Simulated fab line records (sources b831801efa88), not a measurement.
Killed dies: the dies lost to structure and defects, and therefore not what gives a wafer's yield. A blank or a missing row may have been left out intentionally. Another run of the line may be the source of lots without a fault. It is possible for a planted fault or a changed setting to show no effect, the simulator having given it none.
Comparing a struck lot with a sound one -- flow sky130 -- 28 steps out of a route of 708
Sound: the wafers L781.3, L781.4, L781.6. The struck wafers were L775.3, L775.4, L775.5. The cause comes at the end.
At each step with rows: each side's tool, then ch and its chambers, then its first start. Under that, the readings that differ: sound wafers -- struck wafers -- difference of the means -- sigmas: that difference in standard deviations of wafers without a fault.
alike: readings with means less than 2 such deviations apart, plus words and numbers identical on both sides. not compared: withheld readings, readings lacking a value on some wafer, bounds such as >300 that could conceal the same value, and numbers that have no deviation in the record and whose values overlap.
Wherever a step has rows on one side only, a row that says differs or no value, or a row with sigmas, the two part there. When numbers do not overlap yet have no deviation, they are printed without sigmas and do not part them. Lack of a reading on every wafer of one side parts them only where that side has two or more wafers.

first, 5 steps without rows for these wafers: SKY_SONOS_ONO_COAT_08 (resist thk 1140 nm); SKY_SONOS_ONO_SOFTBAKE_09 (time 60 s); SKY_SONOS_ONO_EXPOSE_10 (exposes mask ONOM, target cd 410 nm); SKY_SONOS_ONO_PEB_11; SKY_SONOS_ONO_DEVELOP_12 (develop time 60 s).
SKY_SONOS_ONO_CD_MEAS_13: target cd 410 nm.
  sound on cd-sem-01 at day 20 03:34; struck on cd-sem-01 at day 17 13:36
  alike: cd-nm
SKY_SONOS_ONO_OVL_MEAS_14:
  sound on overlay-02 at day 20 03:40; struck on overlay-01 at day 17 13:41
  alike: SONOS_ONO_OVL
SKY_SONOS_ONO_ETCH_15: etches the open film in CHF3/O2, target depth 19.52 nm, time 7.8 s.
  sound on rie-diel-02 ch 0,1,3, day 20 03:41; struck on rie-diel-04 ch 0,1,3, day 17 13:43
  alike: bias-w, drypump-motor-current-A, oes-product-au, throttle-valve-pct
  not compared: rf-hours-counter-h
then, 1 step without rows for these wafers: SKY_SONOS_ONO_WET_ETCH_16 (etches SiO2 in dHF, target depth 14 nm, time 280 s).
SKY_SONOS_ONO_STRIP_17: strips in O2/N2.
  sound on plasma-asher-02 ch 0,1, day 20 03:49; struck on plasma-asher-02 ch 0,1, day 17 13:52
  alike: drypump-motor-current-A, o2-flow-sccm, oes-product-au, strip-time-to-endpoint-s
  not compared: rf-hours-counter-h
then, 2 steps without rows for these wafers: SKY_SONOS_ONO_WET_ETCH_18 (etches Si3N4 in H3PO4, target depth 15 nm, time 172 s); SKY_GATE_OXIDE_CLEAN_00 (cleans in SC1/SC2, time 150 s).
SKY_GATE_OXIDE_OXIDATION_01: stabilise 600 s, purge 300 s, target thk 10.268 nm.
  sound on furnace-01 ch 0, day 20 04:00; struck on furnace-01 ch 0, day 17 16:18
reading,sound,struck,difference,sigmas
spike-tc-centre-C (C),901.6 900.3 900.6,884.2 884.6 885.8,-16.0,-15
zone-power-centre-pct (%),17.5 17.2 17.4,11.3 11.6 11.5,-5.9,-8
zone-power-lower-pct (%),18.6 18.6 18.3,21.3 21.4 21.6,+2.9,+4
zone-power-upper-pct (%),17.7 17.4 17.4,20.6 20.3 20.6,+3.0,+10
model.SiO2_of_GATE_OXIDE_OXIDATION_01.thk-nm (nm),10.09 10.16 10.17,9.816 9.562 9.734,-0.436,
SKY_GATE_OXIDE_THK_MEAS_02:
  sound on film-metro-02 at day 20 05:25; struck on film-metro-01 at day 17 18:01
reading,sound,struck,difference,sigmas
GATE_OXIDE_OXIDATION_00_THK (nm),10.12 10.17 10.19,9.83 9.53 9.73,-0.46,-3
  not compared: hold
then, 6 steps without rows for these wafers: SKY_GATE_OXIDE_HMDS_04 (prime time 60 s); SKY_GATE_OXIDE_COAT_05 (resist thk 1140 nm); SKY_GATE_OXIDE_SOFTBAKE_06 (time 60 s); SKY_GATE_OXIDE_EXPOSE_07 (exposes mask LVOM, target cd 600 nm); SKY_GATE_OXIDE_PEB_08; SKY_GATE_OXIDE_DEVELOP_09 (develop time 60 s).
SKY_GATE_OXIDE_OVL_MEAS_10:
  sound on overlay-02 at day 21 12:34; struck on overlay-02 at day 18 22:28
  alike: GATE_OXIDE_OVL
then, 2 steps without rows for these wafers: SKY_GATE_OXIDE_IMPLANT_11; SKY_GATE_OXIDE_WET_ETCH_12 (etches SiO2 in dHF, target depth 16.8 nm, time 336 s).
SKY_GATE_OXIDE_STRIP_13: strips in O2/N2.
  sound on plasma-asher-01 ch 0,1, day 21 12:53; struck on plasma-asher-03 ch 0,1, day 18 22:47
  alike: drypump-motor-current-A, o2-flow-sccm, oes-product-au, strip-time-to-endpoint-s
  not compared: rf-hours-counter-h
SKY_GATE_OXIDE_TW_MEAS_14:
  sound on film-metro-02 at day 21 12:58; struck on film-metro-01 at day 18 23:05
  alike: GATE_OXIDE_TW
  not compared: hold
SKY_GATE_OXIDE_OXIDATION_16: stabilise 600 s, purge 300 s, target thk 3.57 nm.
  sound on furnace-01 ch 0, day 21 14:11; struck on furnace-01 ch 0, day 19 07:26
reading,sound,struck,difference,sigmas
model.SiO2_of_GATE_OXIDE_OXIDATION_01.thk-nm (nm),11.47 11.56 11.55,11.23 10.99 11.16,-0.40,
  alike: spike-tc-centre-C, zone-power-centre-pct, zone-power-lower-pct, zone-power-upper-pct
then, 1 step without rows for these wafers: SKY_POLY_GATE_CVD_00 (deposits poly-Si, target thk 180 nm, time 720 s).
-- record jumps: 30 days separate the struck wafers' starts on either side; left off in module POLY_GATE, taken up again in module PAD_OPEN, whose first shown step is the route's number 708 --
SKY_PAD_OPEN_PROBE_99:
  sound on prober-02 at day 50 13:17; struck on prober-02 at day 49 10:51
reading,sound,struck,difference,sigmas
model.etest.nfet_16v.r-on-ohm-um,1.383e+04 1.389e+04 1.385e+04,1.362e+04 1.347e+04 1.364e+04,-2.800e+02,
model.etest.tip-sonos.rs-ohm-sq,2626 2626 2638,2482 2437 2460,-170,
model.etest.nfet-g5v0d10v5.drive-ua-um,627.9 617.2 622.9,632.2 650.5 636.9,+17.2,
model.etest.nfet_05v0_nvt.drive-ua-um,596.4 592 594.6,604 613.5 603.6,+13,
model.etest.nfet_16v.drive-ua-um,233.4 228.2 229.7,234.8 241.2 237.1,+7.3,
  alike: killed_at_M0_to_M3, killed_at_M4_up, killed-at-contacts, killed-at-front-end, killed-at-other, killed-dies, killed-open, killed-short
  not compared: model.etest.pfet-g5v0d10v5.r-on-ohm-um, model.etest.nfet-g5v0d10v5.r-on-ohm-um, model.etest.pfet-g5v0d10v5.drive-ua-um

== WHERE THEY PART ==
At SKY_GATE_OXIDE_OXIDATION_01 first; at SKY_GATE_OXIDE_THK_MEAS_02 last (within this record only). Later steps at which nothing parts them and some readings are alike: SKY_GATE_OXIDE_OVL_MEAS_10, SKY_GATE_OXIDE_STRIP_13, SKY_GATE_OXIDE_TW_MEAS_14, SKY_GATE_OXIDE_OXIDATION_16, SKY_PAD_OPEN_PROBE_99.

WHY: what the simulator had put in
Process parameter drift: furnace-01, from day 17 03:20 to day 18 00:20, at SKY_GATE_OXIDE_OXIDATION_01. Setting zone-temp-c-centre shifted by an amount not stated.
